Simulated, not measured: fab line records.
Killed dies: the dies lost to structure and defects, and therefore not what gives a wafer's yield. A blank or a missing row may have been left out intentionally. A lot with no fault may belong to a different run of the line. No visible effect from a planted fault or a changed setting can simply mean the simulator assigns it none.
A single fault, viewed from 2 desks | flow gf180mcu | only its own numbers are on each desk; what lay behind them is given at the end

== FROM THE METROLOGY DESK ==
What the gauges read, lot by lot, whatever tool the lot ran on: means of the sampled wafers that have a number. Marked OUT: a lot whose mean sits more than 4 standard deviations from the usual mean, which makes it out of limits; the brackets give that distance.
Columns: A = STI_OXIDATION_02_THK at GF_STI_THK_MEAS_30, usual 9.98 nm; B = MVPSD_OVL at GF_MVPSD_OVL_MEAS_07, usual 1.3 nm; C = LVPWELL_RS at GF_VT_IMPLANT_RS_MEAS_48, usual 1196.5 ohm/sq; D = DUAL_GATE_OVL at GF_DUAL_GATE_OVL_MEAS_11, usual 1.1 nm
lot  | first seen here | A     | B    | C                | D
L895 | day 2 09:05     | 10.08 | 2.4  | 1195.1           | 0.3
L896 | day 2 12:02     | 9.95  | 2.2  | 1198.8           | -0.1
L897 | day 2 16:07     | 9.87  | -0.0 | 1197.0           | 1.9
L898 | day 2 21:50     | 10.02 | 3.3  | 1194.6           | 1.2
L899 | day 3 05:40     | 9.87  | 3.7  | 1192.8           | 1.0
L900 | day 3 09:17     | 10.09 | -0.6 | 1200.2           | 1.7
L902 | day 3 17:46     | 10.16 | -0.1 | 1191.6           | 1.6
L903 | day 4 00:07     | 10.32 | 4.8  | 1195.5           | -0.6
L904 | day 4 04:06     | 10.19 | 2.5  | 1196.9           | 0.6
L905 | day 4 10:13     | 10.19 | 1.4  | 1196.3           | -0.0
L906 | day 4 15:17     | 9.99  | 0.1  | 1196.3           | 1.1
L908 | day 5 03:57     | 9.79  | 1.6  | 1200.5           | 0.9
L911 | day 6 01:43     | 9.49  | -2.3 | 1253.8 (+21) OUT | 2.9
L916 | day 6 19:51     | 10.03 | -1.7 | 1260.3 (+24) OUT | -1.8
This desk reports L911, L916 out of limits; the earliest was L911 at day 12 13:16 (LVPWELL_RS at GF_VT_IMPLANT_RS_MEAS_48). L895, L896, L897, L898, L899, L900, L902, L903, L904, L905, L906, L908: within limits.

== DESK OF THE TOOL OWNER: implanter-02 ==
For each lot that ran on this tool, the mean over its sampled wafers that have a number, from the tool's own readings at GF_LVPWELL_IMPLANT_08. Marked OUT: a lot whose mean sits more than 4 standard deviations from the usual mean, which makes it out of limits; the brackets give that distance.
Columns: A = beamEnergyKeV at GF_LVPWELL_IMPLANT_08, usual 170.00
lot  | first seen here | A
L898 | day 4 12:31     | 169.97
L899 | day 4 23:08     | 169.99
L902 | day 5 11:57     | 170.05
L903 | day 5 18:10     | 169.97
L911 | day 8 01:03     | 133.03 (-99 or more) OUT
L916 | day 8 20:02     | 133.11 (-99 or more) OUT
This desk's finding: out of limits on L911, L916; first on L911, day 8 01:03 (beamEnergyKeV at GF_LVPWELL_IMPLANT_08). L898, L899, L902, L903: within limits.

== BROUGHT TOGETHER ==
The tool owner's desk could have raised an alarm at day 8 01:03, on L911, L916.
The metrology desk could have raised an alarm at day 12 13:16, on L911, L916.
Every lot named ran GF_LVPWELL_IMPLANT_08 on implanter-02.

== WHAT WAS PUT IN BY THE SIMULATOR ==
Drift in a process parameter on implanter-02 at GF_LVPWELL_IMPLANT_08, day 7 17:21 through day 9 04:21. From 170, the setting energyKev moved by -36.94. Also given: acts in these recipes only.
Shown lots that were struck: L911, L916.
Fault start to first reading out of limits, in hours, per desk: tool owner, 8; metrology, 116.
